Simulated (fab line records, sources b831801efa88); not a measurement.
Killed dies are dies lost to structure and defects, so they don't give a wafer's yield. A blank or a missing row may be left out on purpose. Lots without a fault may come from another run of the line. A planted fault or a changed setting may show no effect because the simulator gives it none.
Which tool did it? | flow sky130 | 11 lots, 33 wafers sampled, at 2 steps of a route of 708

WHAT THE GAUGES READ, wafer by wafer
SKY_METAL4_CD_MEAS_13: target cd 300 nm.
lot  | measured     | on        | cd_nm (nm)
L247 | day 42 12:05 | cd_sem-01 | 298.8 298.0 298.8
L248 | day 42 19:58 | cd_sem-01 | 301.1 301.2 301.0
L251 | day 43 09:14 | cd_sem-01 | 300.4 300.1 301.0
L252 | day 43 13:27 | cd_sem-02 | 298.3 299.0 298.0
L254 | day 44 12:24 | cd_sem-02 | 297.8 297.8 299.7
L255 | day 44 13:44 | cd_sem-01 | 299.8 297.7 299.8
L256 | day 44 16:17 | cd_sem-02 | 298.8 300.3 300.2
L259 | day 45 04:00 | cd_sem-01 | 296.8 298.4 298.5
L265 | day 46 16:28 | cd_sem-02 | 300.0 299.7 298.9
L267 | day 47 03:14 | cd_sem-01 | 300.0 299.5 300.0
L269 | day 47 19:40 | cd_sem-02 | 302.0 302.4 302.1

WHICH TOOL RAN EACH LOT (tool, then ch and the chambers of the sampled wafers, then the start)
lot  | SKY_CAP2M_SPUTTER_02
L247 | pvd_sputter-03, day 40 11:38
L248 | pvd_sputter-03, day 40 19:53
L251 | pvd_sputter-03, day 41 10:32
L252 | pvd_sputter-01, day 41 13:26
L254 | pvd_sputter-04, day 42 13:44
L255 | pvd_sputter-03, day 42 14:35
L256 | pvd_sputter-04, day 42 18:09
L259 | pvd_sputter-04, day 43 05:51
L265 | pvd_sputter-01, day 44 21:36
L267 | pvd_sputter-03, day 45 07:47
L269 | pvd_sputter-04, day 46 00:29
- SKY_CAP2M_SPUTTER_02: material TiN, target thk 200 nm, time 166.7 s.

WHAT THE TOOLS THEMSELVES READ (means of the sampled wafers that have a number; where no wafer has one, the mark that the record gives instead)
SKY_CAP2M_SPUTTER_02.
lot  | tool           | throttle_valve_pct (%)
L247 | pvd_sputter-03 | 29.8
L248 | pvd_sputter-03 | 29.9
L251 | pvd_sputter-03 | 29.8
L252 | pvd_sputter-01 | 30.8
L254 | pvd_sputter-04 | 30.3
L255 | pvd_sputter-03 | 29.9
L256 | pvd_sputter-04 | 30.1
L259 | pvd_sputter-04 | 30.4
L265 | pvd_sputter-01 | 29.6
L267 | pvd_sputter-03 | 29.2
L269 | pvd_sputter-04 | 30.1

THE ANSWER, worked out from the rows above alone
Rule: what is usual is taken from the lots themselves. Put in order of their means at a reading, lots are off if they are a third of the lots or fewer, leave a main group of 4 or more, and stand apart from it by a gap of 3 or more times the standard deviation of the main group's means; of several such gaps the widest counts. A main group whose means are all the same, to the digits that the tables above print for the reading, isn't used. A lot without any number at a reading at which 4 lots or more have one is off too. The other lots that the step has rows for count as sound. The gauges are gone through in route order, then the tools' own readings, and for those a lot's mean is taken as printed above. The first step at which some lot is off is used, and at that step the reading that is off furthest; a lot without a number counts as furthest.
No lot is off at any reading shown: from this, nothing can be told.

WHAT THE SIMULATOR HAD PUT IN
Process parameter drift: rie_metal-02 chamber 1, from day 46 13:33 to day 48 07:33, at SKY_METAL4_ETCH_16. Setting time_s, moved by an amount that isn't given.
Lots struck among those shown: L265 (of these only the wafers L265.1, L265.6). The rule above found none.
